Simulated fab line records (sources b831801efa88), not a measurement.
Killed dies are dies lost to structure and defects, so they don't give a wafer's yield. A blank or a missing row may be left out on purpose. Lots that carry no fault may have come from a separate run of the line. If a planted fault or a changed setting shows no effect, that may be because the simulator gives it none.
Which tool was responsible? :: flow sky130 :: 42 wafers from 14 lots sampled at 3 of the route's 708 steps

## WHAT THE GAUGES READ, wafer by wafer
SKY_VT_ADJUST_NCORE_TW_MEAS_11. Usual: VT_ADJUST_NCORE_TW 218.1, standard deviation 1.9.
lot: L921
measured: day 8 11:02
on: film metro-02
VT_ADJUST_NCORE_TW: 216.1 214.8 216.1
flag: 

lot: L922
measured: day 8 18:00
on: film metro-01
VT_ADJUST_NCORE_TW: 217.5 217.9 217.9
flag: 

lot: L923
measured: day 9 00:46
on: film metro-01
VT_ADJUST_NCORE_TW: 216.7 217.9 215.7
flag: 

lot: L924
measured: day 9 09:07
on: film metro-02
VT_ADJUST_NCORE_TW: 217.2 215.4 216.1
flag: 

lot: L927
measured: day 10 08:12
on: film metro-01
VT_ADJUST_NCORE_TW: 217.9 216.5 217.0
flag: 

lot: L929
measured: day 10 19:52
on: film metro-02
VT_ADJUST_NCORE_TW: 216.0 216.2 217.7
flag: 

lot: L930
measured: day 11 03:32
on: film metro-03
VT_ADJUST_NCORE_TW: 219.9 220.5 219.1
flag: 

lot: L931
measured: day 11 10:49
on: film metro-03
VT_ADJUST_NCORE_TW: 219.9 219.5 220.0
flag: 

lot: L932
measured: day 11 22:54
on: film metro-01
VT_ADJUST_NCORE_TW: 215.9 217.2 218.0
flag: 

lot: L933
measured: day 12 09:17
on: film metro-02
VT_ADJUST_NCORE_TW: 216.1 216.1 215.7
flag: 

lot: L937
measured: day 13 06:01
on: film metro-03
VT_ADJUST_NCORE_TW: 141.6 141.8 142.0
flag: OFF

lot: L939
measured: day 13 23:49
on: film metro-03
VT_ADJUST_NCORE_TW: 141.3 141.8 140.7
flag: OFF

lot: L940
measured: day 14 04:59
on: film metro-02
VT_ADJUST_NCORE_TW: 215.2 216.3 215.1
flag: 

lot: L944
measured: day 15 08:02
on: film metro-03
VT_ADJUST_NCORE_TW: 220.9 221.6 221.5
flag: 

SKY_LI_CONTACT_CD_MEAS_12 targets a cd of 170 nm. Usual: cd nm at 169.8 nm, with a standard deviation of 1.3.
lot: L921
measured: day 29 04:59
on: cd sem-02
cd nm (nm): 169.5 169.6 171.0
flag: 

lot: L922
measured: day 29 11:40
on: cd sem-01
cd nm (nm): 168.3 169.1 168.1
flag: 

lot: L923
measured: day 30 05:19
on: cd sem-01
cd nm (nm): 171.4 170.4 169.4
flag: 

lot: L924
measured: day 30 04:57
on: cd sem-01
cd nm (nm): 168.5 169.9 170.8
flag: 

lot: L927
measured: day 31 07:04
on: cd sem-02
cd nm (nm): 170.9 170.1 170.8
flag: 

lot: L929
measured: day 31 18:02
on: cd sem-02
cd nm (nm): 172.4 171.2 171.6
flag: 

lot: L930
measured: day 32 04:56
on: cd sem-02
cd nm (nm): 170.3 169.5 170.3
flag: 

lot: L931
measured: day 32 06:42
on: cd sem-01
cd nm (nm): 170.3 172.0 170.1
flag: 

lot: L932
measured: day 33 03:34
on: cd sem-02
cd nm (nm): 170.0 171.7 169.5
flag: 

lot: L933
measured: day 33 11:36
on: cd sem-02
cd nm (nm): 172.8 172.3 171.1
flag: 

lot: L937
measured: day 34 09:28
on: cd sem-01
cd nm (nm): 170.2 169.0 170.0
flag: 

lot: L939
measured: day 35 02:35
on: cd sem-02
cd nm (nm): 167.9 169.6 170.2
flag: 

lot: L940
measured: day 35 09:31
on: cd sem-01
cd nm (nm): 168.5 169.5 168.8
flag: 

lot: L944
measured: day 36 11:23
on: cd sem-02
cd nm (nm): 167.9 166.6 169.0
flag: 

## EACH LOT AND THE TOOL THAT RAN IT (in order: tool; ch and the chambers of the sampled wafers; start)
lot: L921
SKY_VT_ADJUST_NCORE_IMPLANT_09: implanter-02 ch 0, day 8 10:47

lot: L922
SKY_VT_ADJUST_NCORE_IMPLANT_09: implanter-01 ch 0, day 8 17:45

lot: L923
SKY_VT_ADJUST_NCORE_IMPLANT_09: implanter-01 ch 0, day 9 00:33

lot: L924
SKY_VT_ADJUST_NCORE_IMPLANT_09: implanter-01 ch 0, day 9 08:52

lot: L927
SKY_VT_ADJUST_NCORE_IMPLANT_09: implanter-01 ch 0, day 10 07:59

lot: L929
SKY_VT_ADJUST_NCORE_IMPLANT_09: implanter-03 ch 0, day 10 19:39

lot: L930
SKY_VT_ADJUST_NCORE_IMPLANT_09: implanter-02 ch 0, day 11 03:18

lot: L931
SKY_VT_ADJUST_NCORE_IMPLANT_09: implanter-03 ch 0, day 11 10:34

lot: L932
SKY_VT_ADJUST_NCORE_IMPLANT_09: implanter-03 ch 0, day 11 22:39

lot: L933
SKY_VT_ADJUST_NCORE_IMPLANT_09: implanter-03 ch 0, day 12 09:03

lot: L937
SKY_VT_ADJUST_NCORE_IMPLANT_09: implanter-01 ch 0, day 13 05:46

lot: L939
SKY_VT_ADJUST_NCORE_IMPLANT_09: implanter-01 ch 0, day 13 23:34

lot: L940
SKY_VT_ADJUST_NCORE_IMPLANT_09: implanter-02 ch 0, day 14 04:46

lot: L944
SKY_VT_ADJUST_NCORE_IMPLANT_09: implanter-02 ch 0, day 15 07:47
- SKY_VT_ADJUST_NCORE_IMPLANT_09

## AS READ BY THE TOOLS THEMSELVES (means over the sampled wafers that have a number; for cases with no such wafer, the mark the record gives instead)
SKY_VT_ADJUST_NCORE_IMPLANT_09. Usual: dose ions cm2 2.4001e+12, standard deviation 2.7e+09; faraday current uA 13.58, standard deviation 0.28.
lot: L921
tool: implanter-02
dose ions cm2: 2.3989e+12
faraday current uA: 13.82
flag: 

lot: L922
tool: implanter-01
dose ions cm2: 2.3991e+12
faraday current uA: 13.76
flag: 

lot: L923
tool: implanter-01
dose ions cm2: 2.3997e+12
faraday current uA: 13.80
flag: 

lot: L924
tool: implanter-01
dose ions cm2: 2.3984e+12
faraday current uA: 13.75
flag: 

lot: L927
tool: implanter-01
dose ions cm2: 2.3998e+12
faraday current uA: 13.45
flag: 

lot: L929
tool: implanter-03
dose ions cm2: 2.3994e+12
faraday current uA: 13.57
flag: 

lot: L930
tool: implanter-02
dose ions cm2: 2.3955e+12
faraday current uA: 13.41
flag: 

lot: L931
tool: implanter-03
dose ions cm2: 2.3998e+12
faraday current uA: 13.63
flag: 

lot: L932
tool: implanter-03
dose ions cm2: 2.4006e+12
faraday current uA: 13.65
flag: 

lot: L933
tool: implanter-03
dose ions cm2: 2.4029e+12
faraday current uA: 13.29
flag: 

lot: L937
tool: implanter-01
dose ions cm2: 4.7920e+11
faraday current uA: 2.71
flag: OFF

lot: L939
tool: implanter-01
dose ions cm2: 4.8290e+11
faraday current uA: 2.64
flag: OFF

lot: L940
tool: implanter-02
dose ions cm2: 2.4006e+12
faraday current uA: 13.83
flag: 

lot: L944
tool: implanter-02
dose ions cm2: 2.3982e+12
faraday current uA: 13.56
flag: 

## THE ANSWER, worked out from the rows above alone
Rule: a lot counts as off when the mean over its wafers that have a number is more than 3 standard deviations away from the usual mean. A lot without any number at a reading at which 4 lots or more have one is off too. The other lots that the step has rows for count as sound. First the gauges in route order, then the tools' own readings, where a lot's mean is used as printed above. At the first step where some lot is off, the reading lying furthest off is the one used; lots without a number count as furthest.
Off: L937, L939, at SKY_VT_ADJUST_NCORE_TW_MEAS_11 (VT_ADJUST_NCORE_TW).
If a tool, at a process step before that reading, ran all the lots that are off and no sound lot after the first of them, it fits. Not tried: the gauges at SKY_VT_ADJUST_NCORE_TW_MEAS_11; whatever is off there is also off at SKY_VT_ADJUST_NCORE_IMPLANT_09, on other tools, and gauge error can't account for it. One candidate fits, namely implanter-01 at SKY_VT_ADJUST_NCORE_IMPLANT_09. A fault onset in the window from L927 (day 10 07:59, its last sound lot) to L937 (day 13 05:46, its first lot off) fits.
The tool's own readings at SKY_VT_ADJUST_NCORE_IMPLANT_09 bear it out: on the lots that are off they differ by more than 5 times the standard deviation of the sound lots' means. dose ions cm2 reads 4.8105e+11 there against 2.3994e+12 on the sound lots; faraday current uA reads 2.67 there against 13.63 on the sound lots.

## WHAT THE SIMULATOR HAD INSERTED
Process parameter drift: implanter-01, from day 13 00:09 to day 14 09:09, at SKY_VT_ADJUST_NCORE_IMPLANT_09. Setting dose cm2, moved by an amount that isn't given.
Lots struck among those shown: L937, L939. The rule above reached the same finding.
